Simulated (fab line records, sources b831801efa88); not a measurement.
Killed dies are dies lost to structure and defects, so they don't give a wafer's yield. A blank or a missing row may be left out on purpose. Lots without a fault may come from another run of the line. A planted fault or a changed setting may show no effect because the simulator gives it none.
A struck lot beside a sound one | flow sfq_line | 13 steps out of a route of 325
Sound: wafers L223.1, L223.2, L223.6. Struck: wafer L221.2. (L221.3, L221.4 of the same lot were not struck and are left out.) The cause comes at the end.
At each step with rows: each side's tool, then ch and its chambers, then its first start. Under that, the readings that differ: sound wafers | struck wafers | difference of the means | sigmas: that difference in standard deviations of wafers without a fault.
alike: readings whose means differ by less than 2 such deviations, and words and numbers that are the same on both sides. not compared: withheld readings, readings that some wafer has no value for, bounds like >300 that may hide the same value, and numbers for which the record gives no deviation and whose values overlap.
The two part at a step that has a row with sigmas, a row that says differs or no value, or rows on one side only. Numbers that don't overlap but have no deviation are shown without sigmas and don't part them. A reading that every wafer of one side lacks parts them only if that side has two wafers or more.

SFQ_TRILAYER_JJ_TRILAYER_DEP_SPUTTER_112: material Nb, target thk 170 nm, time 113.3 s.
  sound on pvd_sputter-03, day 65 00:18; struck on pvd_sputter-06, day 64 07:28
  alike: throttle_valve_pct
SFQ_JJ_RS_MEAS_929: measures by four-point-probe.
  sound on film_metro-01, day 65 00:23; struck on film_metro-02, day 64 07:34
  alike: JJ_NB_RS
then, 6 steps without rows for these wafers: SFQ_TRILAYER_JJ_CE_LITHO_COAT_119 (resist thk 62 nm); SFQ_TRILAYER_JJ_CE_LITHO_COAT_114 (resist thk 600 nm); SFQ_TRILAYER_JJ_CE_LITHO_SOFTBAKE_118; SFQ_TRILAYER_JJ_CE_LITHO_EXPOSE_115 (exposes mask J5, target cd 700 nm); SFQ_TRILAYER_JJ_CE_LITHO_PEB_117 (peb time 60 s); SFQ_TRILAYER_JJ_CE_LITHO_DEVELOP_116 (time 60 s).
SFQ_JJ_OVL_MEAS_931:
  sound on overlay-02, day 65 09:12; struck on overlay-01, day 64 09:59
  alike: J5_OVL
SFQ_TRILAYER_JJ_CE_METRO_MEASURE_117:
  sound on cd_sem-01, day 65 09:14; struck on cd_sem-02, day 64 10:13
  alike: cd_nm
SFQ_TRILAYER_JJ_CE_BARC_OPEN_RIE_150: chemistry O2, target BARC, target depth 240 nm, time 80 s.
  sound on rie_metal-02 ch 0,1, day 65 10:26; struck on rie_metal-04 ch 1, day 64 11:13
  alike: drypump_motor_current_A, oes_product_au
  not compared: rf_hours_counter_h
SFQ_TRILAYER_JJ_CE_ETCH_RIE_118: chemistry SF6, target Nb, stops on Al2O3, time 97.7 s, target depth 170 nm.
  sound on rie_metal-02 ch 0,1, day 65 10:32; struck on rie_metal-04 ch 1, day 64 11:18
  reading                                                | sound             | struck | difference | sigmas
  oes_product_au (a.u.)                                  | 0.988 0.998 0.992 | 0.938  | -0.055     | -8
  over_etch_frac                                         | 0.15 0.15 0.15    | 0.274  | +0.124     |
  model.KrF_of_TRILAYER_JJ_CE_LITHO_COAT_114.thk_nm (nm) | 479.3 480.5 478.8 | 462.8  | -16.7      |
  alike: drypump_motor_current_A
  not compared: rf_hours_counter_h
then, 1 step without rows for these wafers: SFQ_TRILAYER_JJ_ANODIZE_ANODIZE_119.

WHERE THEY PART
Only at SFQ_TRILAYER_JJ_CE_ETCH_RIE_118, within this record.

WHY: what the simulator had put in
Process parameter drift: rie_metal-04, from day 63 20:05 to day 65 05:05, at SFQ_TRILAYER_JJ_CE_ETCH_RIE_118. Setting over_etch_frac, moved by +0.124, from 0.15. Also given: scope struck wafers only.
